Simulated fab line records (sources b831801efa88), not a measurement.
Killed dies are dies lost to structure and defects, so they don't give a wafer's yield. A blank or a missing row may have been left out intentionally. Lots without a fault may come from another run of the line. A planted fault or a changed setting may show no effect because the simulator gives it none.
A single fault, viewed from 2 desks :: flow sky130 :: what lay behind the numbers comes last; until then each desk has only its own

TOOL OWNER'S DESK, plasmaAsher-01
The tool's own readings at SKY_PWDE_STRIP_09 (strips in O2/N2): means of the sampled wafers that have a number, for each lot that ran on this tool. Any lot whose mean is over 4 standard deviations away from the usual mean is out of limits and marked OUT; that distance is given in the brackets.
Columns: A = chamberPressureMTorr at SKY_PWDE_STRIP_09, usual 1500.2 mTorr; B = drypumpMotorCurrentA at SKY_PWDE_STRIP_09, usual 5.7 A; C = oesProductAu at SKY_PWDE_STRIP_09, usual 0.722 a.u.; D = stripTimeToEndpointS at SKY_PWDE_STRIP_09, usual 36.92 s
lot: L419
first seen here: day 6 18:34
A: 1500.3
B: 5.8
C: 0.722
D: 36.81

lot: L422
first seen here: day 7 00:54
A: 1499.9
B: 5.8
C: 0.727
D: 36.80
This desk's finding: nothing out of limits on any of the 2 lots.

AT THE METROLOGY DESK
What the gauges read for every lot (on any tool): the sampled wafers with a number, averaged. Any lot whose mean is over 4 standard deviations away from the usual mean is out of limits and marked OUT; that distance is given in the brackets.
Columns: A = NWELL_TW at SKY_NWELL_TW_MEAS_15, usual 1815
lot: L409
first seen here: day 4 10:44
A: 1796

lot: L412
first seen here: day 5 04:47
A: 1833

lot: L413
first seen here: day 5 12:42
A: 1829

lot: L416
first seen here: day 6 03:20
A: 1809

lot: L417
first seen here: day 6 12:56
A: 1832

lot: L419
first seen here: day 7 13:47
A: 1846

lot: L420
first seen here: day 7 14:41
A: 1827

lot: L421
first seen here: day 7 16:10
A: 1840

lot: L422
first seen here: day 7 21:37
A: 1797

lot: L423
first seen here: day 8 01:23
A: 30 (-99 or more) OUT

lot: L424
first seen here: day 8 09:46
A: 30 (-99 or more) OUT

lot: L426
first seen here: day 8 19:40
A: 1805

lot: L432
first seen here: day 10 02:17
A: 1828
This desk reports L423, L424 out of limits; the earliest was L423 at day 8 01:23 (NWELL_TW at SKY_NWELL_TW_MEAS_15). L409, L412, L413, L416, L417, L419, L420, L421, L422, L426, L432 stayed within limits.

PUT TOGETHER
An alarm was possible from the metrology desk at day 8 01:23, on L423, L424.
The desk of the tool owner found nothing out of limits.
The tool owner's desk has no number on record for L423, L424.
Of the lots named, all ran SKY_PWDE_STRIP_09 on plasmaAsher-01.

WHAT THE SIMULATOR PUT IN
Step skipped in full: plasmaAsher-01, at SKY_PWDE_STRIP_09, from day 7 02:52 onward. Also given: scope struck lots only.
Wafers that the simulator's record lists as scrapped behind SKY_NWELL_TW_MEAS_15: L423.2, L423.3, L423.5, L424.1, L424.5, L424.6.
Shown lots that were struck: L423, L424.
Hours from the fault's start to each desk's first reading out of limits: the metrology desk, 23.
